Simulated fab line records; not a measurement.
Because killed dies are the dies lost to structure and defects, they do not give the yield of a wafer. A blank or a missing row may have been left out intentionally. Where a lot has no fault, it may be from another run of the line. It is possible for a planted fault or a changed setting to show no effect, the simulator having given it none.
Chamber matching ; flow sky130 ; cmp-02 running SKY_VIA4_CMP_02: 4 sister chambers
The step polishes SiO2. 8 wafers are shown with their chamber, then 8 later ones without.

== WAFERS, EACH WITH ITS CHAMBER ==
wafer;chamber;motor_current_A (A);slurry_filter_dp_kPa (kPa)
L819.6;2;13.2;13.41
L824.4;2;13.5;13.59
L831.1;3;11.5;13.49
L831.2;0;9.9;13.72
L833.1;1;13.2;13.71
L833.2;3;11.6;13.53
L833.4;0;10.2;13.41
L834.2;1;12.7;13.36

== WAFERS WHOSE CHAMBER IS MISSING ==
wafer;motor_current_A (A);slurry_filter_dp_kPa (kPa)
L834.4;10.0;13.45
L834.6;10.4;13.57
L835.2;9.6;13.46
L835.3;12.7;13.29
L835.4;13.1;13.59
L836.3;10.3;13.41
L836.4;13.4;13.50
L836.5;9.9;13.54

== THE CHAMBER EACH PASSED THROUGH ==
wafer;from the rows above;in truth
L834.4;0;0
L834.6;0;0
L835.2;0;0
L835.3;can't be placed: 1 or 2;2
L835.4;can't be placed: 1 or 2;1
L836.3;0;0
L836.4;can't be placed: 2 or 1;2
L836.5;0;0
Correct placement for 5 of the 8. Not placeable from these rows: 3 (in 3, the candidates include the true chamber). 0 placed wrongly.
How it was worked out, from the rows above alone: a wafer's distance from a chamber is the root of the sum, over the readings, of the square of ((its reading less the chamber's mean) divided by the reading's scatter). The wafer belongs to the nearest chamber; if the next one is less than 2 further off, it can't be placed. For every chamber, the mean is computed from those of its wafers that are shown. The scatter: take each reading less its chamber's mean, square it, sum over the shown wafers, divide by the number of wafers less the number of chambers, and take the root.
